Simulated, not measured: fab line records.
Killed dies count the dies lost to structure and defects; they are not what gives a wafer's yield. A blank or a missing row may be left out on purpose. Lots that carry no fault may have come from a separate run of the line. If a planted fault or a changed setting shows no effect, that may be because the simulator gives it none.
fab line records -- flow sky130 -- part 2 of 2: steps 28 to 39 of 39
[record] lots = 5, wafers = 15, last_day = 50
route steps=708 shown CAP2M@617 METAL4@621 VIA4@639
lots with no fault: from the same line, run without faults
start_h: hours from the record's first day to the start of the lot's first wafer shown -- wait_h: how many hours have passed since the lot's step before this one -- " same as the row above -- L1.1+2: a row that stands for several wafers -- - no value, or no start given -- * or withheld: withheld -- < > ~ a bound
route shown NAME@n: a module of which the file shows steps, and the number in the route of the first -- usual: mean and standard deviation over wafers with no fault -- same: alike in all rows -- chamber/n: place in a boat -- sites: the reading at each site -- _std_site: the standard deviation of these -- _edge_site: inner sites' mean taken away from outer sites' mean -- radius_mm: how far each site lies from the wafer's centre -- mask NAME#n: copy n -- behind: the last tool/chamber to shape the wafer -- hold: what put the lot on hold/how long, in hours/how the hold closed -- device: transistor that didn't switch, given as n, p or np -- end of line: tests run on the same wafers once the route is complete -- step lacking rows: just its recipe -- killed: not the wafer's yield, but the dies lost to structure and defects at the first sort -- map: shows each die of a wafer: x if killed, . if not, _ if none is there
set.NAME: the setting the step ran with; set.NAME@STEP: the setting that earlier step ran with -- model.NAME: the simulator's own value behind a step, which no gauge read
lots at some steps of the route; a table a step, a row a wafer
services: when a tool's chamber went out of use (start_h, in hours from the record's first day, below 0 if earlier), for how many hours, and the reason
[[steps]]
[step SKY_VIA4_HMDS_05]
[recipe] prime_time_s = 60, prime_temp_c = 120
lot.wafer,tool,chamber,start_h,wait_h
L077.2+4+5,litho_track-02,0,1014.55,0.1
L082.1+3+6,litho_track-01,0,1082.73,0.1
L090.1+2+6,litho_track-02,0,1111.12,0.1
L091.1+4+6,litho_track-02,0,1119.72,0.1
L093.1+2+5,litho_track-04,0,1126.45,0.1
[step SKY_VIA4_COAT_06]
[recipe] resist = NOVOLAK, spin_rpm = 3000, resist_thk_nm = 1160
[usual] dispense_pressure_kPa = 51/4.4
lot.wafer,tool,chamber,start_h,wait_h,dispense_pressure_kPa
L077.2,litho_track-02,0,1014.70,0.1,50
L077.4,litho_track-02,0,1014.70,0.1,50
L077.5,litho_track-02,0,1014.70,0.1,50
L082.1,litho_track-01,0,1082.88,0.1,56
L082.3,litho_track-01,0,1082.88,0.1,56
L082.6,litho_track-01,0,1082.88,0.1,56
L090.1,litho_track-02,0,1111.27,0.1,50
L090.2,litho_track-02,0,1111.27,0.1,50
L090.6,litho_track-02,0,1111.27,0.1,50
L091.1,litho_track-02,0,1119.87,0.1,50
L091.4,litho_track-02,0,1119.87,0.1,50
L091.6,litho_track-02,0,1119.87,0.1,50
L093.1,litho_track-04,0,1126.60,0.1,46
L093.2,litho_track-04,0,1126.60,0.1,46
L093.5,litho_track-04,0,1126.60,0.1,46
[step SKY_VIA4_SOFTBAKE_07]
[recipe] temp_c = 90, time_s = 60, resist = NOVOLAK
lot.wafer,tool,chamber,start_h,wait_h
L077.2+4+5,litho_track-02,0,1014.85,0.1
L082.1+3+6,litho_track-01,0,1083.03,0.1
L090.1+2+6,litho_track-02,0,1111.42,0.1
L091.1+4+6,litho_track-02,0,1120.02,0.1
L093.1+2+5,litho_track-04,0,1126.75,0.1
[step SKY_VIA4_EXPOSE_08]
[recipe] mask_id = VIM4, na = 0.6, source_shape = conventional, sigma_outer = 0.6, polarization = unpolarized, target_cd_nm = 800, dose_mj = 132
lot.wafer,tool,chamber,start_h,wait_h,mask
L077.2+4+5,iline_stepper-02,0,-,-,VIM4#0
L082.1+3+6,iline_stepper-01,0,-,-,VIM4#0
L090.1+2+6,iline_stepper-02,0,-,-,VIM4#0
L091.1+4+6,iline_stepper-02,0,-,-,VIM4#0
L093.1+2+5,iline_stepper-02,0,-,-,VIM4#0
[step SKY_VIA4_PEB_09]
[recipe] temp_c = withheld, time_s = *, resist = NOVOLAK
lot.wafer,tool,chamber,start_h,wait_h
L077.2+4+5,litho_track-04,0,-,-
L082.1+3+6,litho_track-04,0,-,-
L090.1+2+6,litho_track-02,0,-,-
L091.1+4+6,litho_track-01,0,-,-
L093.1+2+5,litho_track-04,0,-,-
[step SKY_VIA4_DEVELOP_10]
[recipe] resist = NOVOLAK, developer = TMAH, develop_time_s = 60, dev_temp_c = 23
lot.wafer,tool,chamber,start_h,wait_h
L077.2+4+5,litho_track-04,0,1026.17,0.1
L082.1+3+6,litho_track-04,0,1093.25,0.1
L090.1+2+6,litho_track-02,0,1120.62,0.1
L091.1+4+6,litho_track-01,0,1129.88,0.1
L093.1+2+5,litho_track-04,0,1136.00,0.1
[step SKY_VIA4_OVL_MEAS_11]
[usual] VIA4_OVL = -0.1/1.2
lot.wafer,tool,chamber,start_h,wait_h,VIA4_OVL[nm]
L077.2,overlay-02,-,1026.30,0.1,-1.4
L077.4,overlay-02,-,1026.30,0.1,-1.4
L077.5,overlay-02,-,1026.30,0.1,-0.2
L082.1,overlay-02,-,1093.40,0.1,0.7
L082.3,overlay-02,-,1093.40,0.1,0.1
L082.6,overlay-02,-,1093.40,0.1,1.5
L090.1,overlay-02,-,1120.77,0.1,-4.1
L090.2,overlay-02,-,1120.77,0.1,-0.4
L090.6,overlay-02,-,1120.77,0.1,-2.2
L091.1,overlay-02,-,1130.03,0.1,-0.5
L091.4,overlay-02,-,1130.03,0.1,-1.0
L091.6,overlay-02,-,1130.03,0.1,-2.2
L093.1,overlay-01,-,1136.15,0.1,-0.7
L093.2,overlay-01,-,1136.15,0.1,-0.5
L093.5,overlay-01,-,1136.15,0.1,-0.6
[step SKY_VIA4_ETCH_12]
[recipe] target = SiO2, chemistry = C4F8/O2/Ar, stop_on = TiN, mask_material = NOVOLAK, source_w = 1500, bias_w = 1200, pressure_mtorr = 40, c4f8_flow_sccm = withheld, O2_flow_sccm = 6, Ar_flow_sccm = 300, time_s = withheld, target_depth_a = 5800
[usual] bias_w = 1200/3.8, oes_product_au = 0.925/0.0046
lot.wafer,tool,chamber,start_h,wait_h,bias_w,oes_product_au
L077.2,rie_diel-04,3,1026.33,0.0,1196,0.921
L077.4,rie_diel-04,2,1026.33,0.0,1195,0.918
L077.5,rie_diel-04,0,1026.33,0.0,1202,0.921
L082.1,rie_diel-02,2,1093.43,0.0,1202,0.929
L082.3,rie_diel-02,1,1093.43,0.0,1198,0.926
L082.6,rie_diel-02,0,1093.43,0.0,1198,0.930
L090.1,rie_diel-02,3,1120.81,0.0,1200,0.924
L090.2,rie_diel-02,1,1120.81,0.0,1203,0.922
L090.6,rie_diel-02,0,1120.81,0.0,1201,0.925
L091.1,rie_diel-04,1,1130.07,0.0,1198,0.929
L091.4,rie_diel-04,0,1130.07,0.0,1208,0.924
L091.6,rie_diel-04,1,1130.07,0.0,1203,0.928
L093.1,rie_diel-02,0,1136.18,0.0,1200,0.933
L093.2,rie_diel-02,3,1136.18,0.0,1201,0.933
L093.5,rie_diel-02,0,1136.18,0.0,1194,0.929
[step SKY_VIA4_STRIP_13]
[recipe] chemistry = O2/N2, power_w = 1400, pressure_mtorr = 1500, platen_temp_c = withheld, o2_flow_sccm = 3000, n2_flow_sccm = 300, overash_fraction = 0.5
[usual] drypump_motor_current_A = 5.6/0.42, oes_product_au = 0.709/0.0044, strip_time_to_endpoint_s = 13.01/0.049
lot.wafer,tool,chamber,start_h,wait_h,drypump_motor_current_A,oes_product_au,rf_hours_counter_h,strip_time_to_endpoint_s
L077.2,plasma_asher-02,1,1026.40,-,5.2,0.710,120,12.97
L077.4,plasma_asher-02,0,1026.40,-,6.1,0.702,-,12.98
L077.5,plasma_asher-02,1,1026.40,-,5.2,0.710,-,13.00
L082.1,plasma_asher-02,0,1093.51,-,6.1,0.707,3,13.04
L082.3,plasma_asher-02,0,1093.51,-,6.1,0.702,-,13.02
L082.6,plasma_asher-02,1,1093.51,-,5.2,0.710,-,13.01
L090.1,plasma_asher-04,0,1120.88,-,5.8,0.706,37,13.02
L090.2,plasma_asher-04,1,1120.88,-,5.2,0.705,37,12.96
L090.6,plasma_asher-04,0,1120.88,-,5.8,0.708,-,12.97
L091.1,plasma_asher-03,1,1130.14,-,6.2,0.710,68,12.98
L091.4,plasma_asher-03,1,1130.14,-,6.2,0.708,-,12.93
L091.6,plasma_asher-03,1,1130.14,-,6.2,0.711,-,12.94
L093.1,plasma_asher-02,0,1136.26,-,6.1,0.705,7,12.97
L093.2,plasma_asher-02,1,1136.26,-,5.2,0.706,7,12.99
L093.5,plasma_asher-02,0,1136.26,-,6.1,0.706,-,12.98
[step SKY_VIA4_STRIP_14]
[recipe] chemistry = post_etch_residue_remover, time_s = 1200, temp_c = 72.5
[usual] bath_guard_temp_C = 72.4/0.48, bath_heat_duty_pct = 14.2/1.2
lot.wafer,tool,chamber,start_h,wait_h,bath_guard_temp_C,bath_heat_duty_pct
L077.2,wet_bench-01,2,1026.50,0.1,71.6,14.6
L077.4,wet_bench-01,2,1026.50,0.1,71.9,14.2
L077.5,wet_bench-01,2,1026.50,0.1,72.2,15.7
L082.1,wet_bench-03,1,1093.61,0.1,71.2,15.7
L082.3,wet_bench-03,1,1093.61,0.1,71.5,15.9
L082.6,wet_bench-03,1,1093.61,0.1,71.6,16.9
L090.1,wet_bench-03,0,1120.98,0.1,72.6,13.6
L090.2,wet_bench-03,0,1120.98,0.1,72.7,14.3
L090.6,wet_bench-03,0,1120.98,0.1,73.0,13.6
L091.1,wet_bench-02,0,1130.24,0.1,73.0,14.1
L091.4,wet_bench-02,0,1130.24,0.1,72.8,14.6
L091.6,wet_bench-02,0,1130.24,0.1,73.0,14.1
L093.1,wet_bench-03,3,1136.36,0.1,72.9,15.5
L093.2,wet_bench-03,3,1136.36,0.1,73.1,16.5
L093.5,wet_bench-03,3,1136.36,0.1,73.0,15.0
[step SKY_VIA4_CLEAN_15]
[recipe] chemistry = IPA, time_s = 180, temp_c = 25
[usual] bath_heat_duty_pct = 6.3/0.61
lot.wafer,tool,chamber,start_h,wait_h,bath_heat_duty_pct
L077.2,wet_bench-03,1,1026.91,0.0,7.2
L077.4,wet_bench-03,1,1026.91,0.0,7.5
L077.5,wet_bench-03,1,1026.91,0.0,6.7
L082.1,wet_bench-01,3,1093.95,0.0,5.7
L082.3,wet_bench-01,3,1093.95,0.0,5.5
L082.6,wet_bench-01,3,1093.95,0.0,5.9
L090.1,wet_bench-01,3,1121.35,0.0,5.2
L090.2,wet_bench-01,3,1121.35,0.0,6.2
L090.6,wet_bench-01,3,1121.35,0.0,5.5
L091.1,wet_bench-01,1,1130.58,0.0,6.1
L091.4,wet_bench-01,1,1130.58,0.0,6.4
L091.6,wet_bench-01,1,1130.58,0.0,6.5
L093.1,wet_bench-02,1,1136.70,0.0,6.4
L093.2,wet_bench-02,1,1136.70,0.0,6.2
L093.5,wet_bench-02,1,1136.70,0.0,5.6
[step SKY_VIA4_CLEAN_16]
[recipe] chemistry = O3/DIW, dry = n2_spin
lot.wafer,tool,chamber,start_h,wait_h
L077.2+4+5,wet_bench-02,2,1026.97,0.0
L082.1+3+6,wet_bench-02,3,1094.01,0.0
L090.1+2+6,wet_bench-01,0,1121.41,0.0
L091.1+4+6,wet_bench-02,0,1130.64,0.0
L093.1+2+5,wet_bench-03,1,1136.76,0.0
[[services]]
tool,chamber,start_h,hours,kind
cmp-02,-,954.66,7.7,pm
rie_metal-02,0,959.34,4.4,repair
krf_scanner-02,-,969.74,7.3,repair
krf_scanner-02,-,977.08,0.8,pm
rie_diel-04,2,979.01,5.4,repair
krf_scanner-02,-,998.83,1.0,pm
rie_diel-04,2,1004.03,2.5,repair
plasma_asher-02,-,1005.96,0.9,repair
rie_diel-02,2,1007.17,10.1,repair
rie_diel-04,1,1012.61,4.4,repair
rie_diel-02,1,1012.88,3.3,repair
krf_scanner-02,-,1013.30,1.4,repair
wet_bench-02,-,1016.95,1.4,repair
iline_stepper-02,-,1025.41,1.8,repair
rie_metal-03,0,1039.05,4.6,repair
rie_diel-04,2,1046.80,6.5,repair
plasma_asher-02,-,1055.25,9.0,pm
krf_scanner-02,-,1071.51,1.3,pm
rie_metal-01,-,1089.98,2.8,pm
rie_diel-02,1,1090.37,2.0,repair
iline_stepper-02,-,1101.54,1.7,pm
rie_diel-04,-,1102.79,0.8,repair
krf_scanner-02,-,1110.50,1.5,repair
plasma_asher-01,-,1136.22,1.1,repair
